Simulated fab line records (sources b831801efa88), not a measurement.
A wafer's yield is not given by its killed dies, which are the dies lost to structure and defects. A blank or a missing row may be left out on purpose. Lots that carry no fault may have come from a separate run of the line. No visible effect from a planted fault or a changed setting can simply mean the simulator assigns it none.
Code-filled problem report in 8D (eight disciplines) form    flow sky130    the parts of the form that need people (team, actions taken, sign-off) are left out

1. PROBLEM STATEMENT
spin-speed-rpm at SKY_METAL2_COAT_09 reads a mean of 3106.4 rpm on 9 wafers of 3 lots; wafers without a fault read 2999.8 rpm with a standard deviation of 2. Measured from the usual mean, that is +53 standard deviations.
The step: resist thk 60 nm.
First seen on wafer L117.3, day 39 00:04, on litho-track-04. The record has a number at this step for 36 wafers belonging to 12 lots. Rule for "out" (also "out of limits"): further than 4 standard deviations from the usual mean. The rest of the wafers with a number are treated as sound.

2. WHAT IT IS; WHAT IT IS NOT
question                     is                      is not
which readings at this step  spin-speed-rpm          -
which lots                   L117, L118, L120        L104, L107, L112, L114, L116, L119, L125, L126, L127
which wafers of those lots   all that have a number  -
read on which tools          litho-track-04          litho-track-01, litho-track-03
when                         from day 39 00:04       up to then (15 sound wafers); but 12 sound wafers of L119, L125, L126, L127 came after

3. SUSPECTS, AND WHAT RULES EACH OUT
Counting: a tool at a process step up to the reading stays a suspect if it ran every lot that is out and no sound lot after the first of them.
- litho-track-04 at SKY_METAL2_COAT_09 (resist thk 60 nm): kept. It processed each lot that is out, first L117 at day 39 00:04, and no sound lot thereafter; up to then, the last sound lot it processed was L116 at day 38 07:13. Out on those wafers are its own readings of spin-speed-rpm.
After counting, what remains is litho-track-04 at SKY_METAL2_COAT_09.

4. THE CAUSE (what the simulator had put in)
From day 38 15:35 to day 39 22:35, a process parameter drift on litho-track-04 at SKY_METAL2_COAT_09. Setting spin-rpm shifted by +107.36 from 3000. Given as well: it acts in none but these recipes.
Only this tool survived the counting.

5. THE EFFECT CHAIN, in route order
Rows list readings where the struck wafers' mean (over those with a number) sits beyond 3 standard deviations from the usual. Only readings whose record carries a usual standard deviation are examined. hours: median over the lots of the time between each lot's start at the first step of this table that gives one and its start at this step. sigmas: the change, counted in usual standard deviations.
hours  step                reading         usual       on struck wafers  change  sigmas
0      SKY_METAL2_COAT_09  spin-speed-rpm  2999.8 rpm  3106.4            +106.6  +53
It contains these process steps:
- SKY_METAL2_COAT_09: resist thk 60 nm.

6. HOW IT WOULD HAVE BEEN CAUGHT EARLIER
In this record the first reading out of limits was taken at day 39 00:04, 8 hours after the fault began at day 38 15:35.
